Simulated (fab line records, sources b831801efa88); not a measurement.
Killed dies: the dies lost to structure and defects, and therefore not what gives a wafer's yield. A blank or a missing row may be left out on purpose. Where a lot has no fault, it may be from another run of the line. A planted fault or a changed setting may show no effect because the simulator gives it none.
One fault seen from 2 desks -- flow gf180mcu -- each desk has only its own numbers; what lay behind them comes last

## METROLOGY DESK
What the gauges read, lot by lot, whatever tool the lot ran on: means of the sampled wafers that have a number. If a lot's mean is further than 4 standard deviations from the usual mean, the lot is out of limits and carries the mark OUT (the distance appears in the brackets).
Columns: A = V3_OVL at GF_V3_OVL_MEAS_15, usual 2 nm; B = V3_W_RS at GF_V3_RS_MEAS_24, usual 0.329 ohm/sq; C = M4_ALCU_RS at GF_M4_RS_MEAS_05, usual 0.0698 ohm/sq; D = M4_ALCU_THK at GF_M4_THK_MEAS_06, usual 447 nm
lot,first seen here,A,B,C,D
L505,day 22 18:18,1,0.330,0.0703,445
L507,day 23 20:49,6,0.329,0.0700,443
L514,day 26 11:50,1,0.334,0.0687,456
L515,day 26 19:16,1,0.324,0.0666,468
L516,day 26 23:59,2,0.330,0.0704,441
L518,day 27 16:35,5,0.324,0.0689,453
L519,day 28 00:19,-2,0.335,0.0681,460
L522,day 28 15:44,-1,0.331,0.0692,455
L523,day 28 23:23,0,0.325,0.0702,444
L524,day 29 01:40,1,0.327,0.0700,448
L525,day 29 08:01,2,0.326,0.0699,447
This desk's verdict: no lot among the 11 shows anything out of limits.

## DESK OF THE TOOL OWNER: pvdSputter-04
The tool's own readings at GF_M4_SPUTTER_02 (material AlCu, target thk 450 nm, time 23.9 s): means of the sampled wafers that have a number, for each lot that ran on this tool. If a lot's mean is further than 4 standard deviations from the usual mean, the lot is out of limits and carries the mark OUT (the distance appears in the brackets).
Columns: A = cathodeDcPowerW at GF_M4_SPUTTER_02, usual 10600 W; B = throttleValvePct at GF_M4_SPUTTER_02, usual 30.2 %
lot,first seen here,A,B
L507,day 23 22:20,10599,30.1
L514,day 26 13:20,10599,29.5
L515,day 26 20:47,10600,28.9
This desk's verdict: no lot among the 3 shows anything out of limits.

## TAKEN TOGETHER
Nothing out of limits was seen by the metrology desk.
The desk of the tool owner found nothing out of limits.

## WHAT WAS PUT IN BY THE SIMULATOR
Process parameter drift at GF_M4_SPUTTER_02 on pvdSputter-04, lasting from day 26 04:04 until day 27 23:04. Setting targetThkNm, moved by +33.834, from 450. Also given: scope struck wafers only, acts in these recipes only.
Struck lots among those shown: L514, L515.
